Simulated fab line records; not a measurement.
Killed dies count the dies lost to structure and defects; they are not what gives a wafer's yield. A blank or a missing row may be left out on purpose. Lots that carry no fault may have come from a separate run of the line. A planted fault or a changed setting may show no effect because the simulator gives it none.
Matching of chambers :: flow gf180mcu :: 4 sister chambers for GF_V3_CMP_26 on cmp-02
The step polishes, stops on SiO2, t overpolish 15 s, target thk 0 nm. 22 wafers are shown with their chamber, then 11 later ones without.

WAFERS PAIRED WITH THEIR CHAMBERS
wafer: L079.1
chamber: 3
motorCurrentA (A): 10.7
overpolishRunS (s): 14.996
edgeZonePressureFrac: 1.002

wafer: L079.3
chamber: 2
motorCurrentA (A): 11.1
overpolishRunS (s): 15.008
edgeZonePressureFrac: 0.993

wafer: L079.6
chamber: 0
motorCurrentA (A): 11.3
overpolishRunS (s): 15.005
edgeZonePressureFrac: 0.999

wafer: L081.2
chamber: 0
motorCurrentA (A): 11.2
overpolishRunS (s): 14.990
edgeZonePressureFrac: 1.008

wafer: L081.3
chamber: 2
motorCurrentA (A): 10.5
overpolishRunS (s): 15.000
edgeZonePressureFrac: 1.005

wafer: L081.6
chamber: 3
motorCurrentA (A): 10.7
overpolishRunS (s): 15.000
edgeZonePressureFrac: 0.998

wafer: L082.1
chamber: 0
motorCurrentA (A): 11.6
overpolishRunS (s): 15.003
edgeZonePressureFrac: 0.992

wafer: L082.2
chamber: 1
motorCurrentA (A): 13.1
overpolishRunS (s): 14.999
edgeZonePressureFrac: 1.004

wafer: L082.3
chamber: 3
motorCurrentA (A): 9.9
overpolishRunS (s): 15.005
edgeZonePressureFrac: 0.995

wafer: L084.2
chamber: 3
motorCurrentA (A): 10.4
overpolishRunS (s): 14.991
edgeZonePressureFrac: 1.006

wafer: L084.3
chamber: 1
motorCurrentA (A): 12.6
overpolishRunS (s): 15.000
edgeZonePressureFrac: 1.000

wafer: L084.4
chamber: 2
motorCurrentA (A): 10.9
overpolishRunS (s): 15.005
edgeZonePressureFrac: 1.003

wafer: L085.2
chamber: 3
motorCurrentA (A): 10.3
overpolishRunS (s): 14.983
edgeZonePressureFrac: 0.995

wafer: L085.4
chamber: 2
motorCurrentA (A): 11.1
overpolishRunS (s): 15.016
edgeZonePressureFrac: 0.993

wafer: L085.5
chamber: 3
motorCurrentA (A): 11.0
overpolishRunS (s): 14.993
edgeZonePressureFrac: 1.004

wafer: L086.1
chamber: 3
motorCurrentA (A): 10.9
overpolishRunS (s): 15.004
edgeZonePressureFrac: 0.999

wafer: L086.2
chamber: 0
motorCurrentA (A): 11.4
overpolishRunS (s): 14.998
edgeZonePressureFrac: 1.009

wafer: L086.5
chamber: 3
motorCurrentA (A): 10.6
overpolishRunS (s): 14.996
edgeZonePressureFrac: 0.996

wafer: L088.1
chamber: 2
motorCurrentA (A): 11.1
overpolishRunS (s): 14.988
edgeZonePressureFrac: 1.001

wafer: L088.5
chamber: 1
motorCurrentA (A): 11.8
overpolishRunS (s): 15.001
edgeZonePressureFrac: 1.010

wafer: L088.6
chamber: 0
motorCurrentA (A): 10.7
overpolishRunS (s): 15.006
edgeZonePressureFrac: 0.993

wafer: L090.1
chamber: 0
motorCurrentA (A): 11.7
overpolishRunS (s): 15.012
edgeZonePressureFrac: 1.004

SIGNATURES (means of the wafers above)
reading: motorCurrentA
chamber 0: 11.317
chamber 1: 12.500
chamber 2: 10.940
chamber 3: 10.562
scatter within a chamber: 0.383

reading: overpolishRunS
chamber 0: 15.00233
chamber 1: 15.00000
chamber 2: 15.00340
chamber 3: 14.99600
scatter within a chamber: 0.00776

reading: edgeZonePressureFrac
chamber 0: 1.00083
chamber 1: 1.00467
chamber 2: 0.99900
chamber 3: 0.99938
scatter within a chamber: 0.00564
Rule: distance of a wafer from a chamber = root of the sum over the readings of ((wafer's reading minus chamber's mean) / reading's scatter) squared. The wafer belongs to the nearest chamber; if the next one is less than 2 further off, it can't be placed. The scatter: take each reading less its chamber's mean, square it, sum over the shown wafers, divide by the number of wafers less the number of chambers, and take the root.

WAFERS WHOSE CHAMBER IS MISSING
wafer: L090.2
motorCurrentA (A): 10.4
overpolishRunS (s): 14.984
edgeZonePressureFrac: 0.994

wafer: L090.6
motorCurrentA (A): 10.5
overpolishRunS (s): 14.979
edgeZonePressureFrac: 0.991

wafer: L091.4
motorCurrentA (A): 11.3
overpolishRunS (s): 15.010
edgeZonePressureFrac: 0.998

wafer: L091.5
motorCurrentA (A): 11.0
overpolishRunS (s): 15.014
edgeZonePressureFrac: 0.997

wafer: L091.6
motorCurrentA (A): 12.2
overpolishRunS (s): 14.991
edgeZonePressureFrac: 0.997

wafer: L093.3
motorCurrentA (A): 12.7
overpolishRunS (s): 14.994
edgeZonePressureFrac: 1.004

wafer: L093.5
motorCurrentA (A): 11.5
overpolishRunS (s): 14.996
edgeZonePressureFrac: 1.004

wafer: L093.6
motorCurrentA (A): 12.6
overpolishRunS (s): 14.999
edgeZonePressureFrac: 0.997

wafer: L096.1
motorCurrentA (A): 10.8
overpolishRunS (s): 14.990
edgeZonePressureFrac: 1.006

wafer: L096.2
motorCurrentA (A): 11.9
overpolishRunS (s): 15.002
edgeZonePressureFrac: 1.005

wafer: L096.6
motorCurrentA (A): 10.8
overpolishRunS (s): 15.004
edgeZonePressureFrac: 1.002

THE CHAMBER EACH PASSED THROUGH
wafer: L090.2
from the rows above: can't be placed: 3 or 2 or 0
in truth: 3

wafer: L090.6
from the rows above: can't be placed: 3 or 2 or 0
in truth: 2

wafer: L091.4
from the rows above: can't be placed: 0 or 2 or 3
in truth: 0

wafer: L091.5
from the rows above: can't be placed: 2 or 0 or 3
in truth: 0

wafer: L091.6
from the rows above: can't be placed: 1 or 0 or 2
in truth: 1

wafer: L093.3
from the rows above: 1
in truth: 1

wafer: L093.5
from the rows above: can't be placed: 0 or 2 or 3 or 1
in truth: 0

wafer: L093.6
from the rows above: 1
in truth: 1

wafer: L096.1
from the rows above: can't be placed: 3 or 2 or 0
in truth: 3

wafer: L096.2
from the rows above: can't be placed: 1 or 0 or 2
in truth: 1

wafer: L096.6
from the rows above: can't be placed: 2 or 3 or 0
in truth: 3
Placed correctly: 2 of 11. Unplaceable from these rows: 9, with the true chamber sitting among the candidates in 9. 0 placed wrongly.
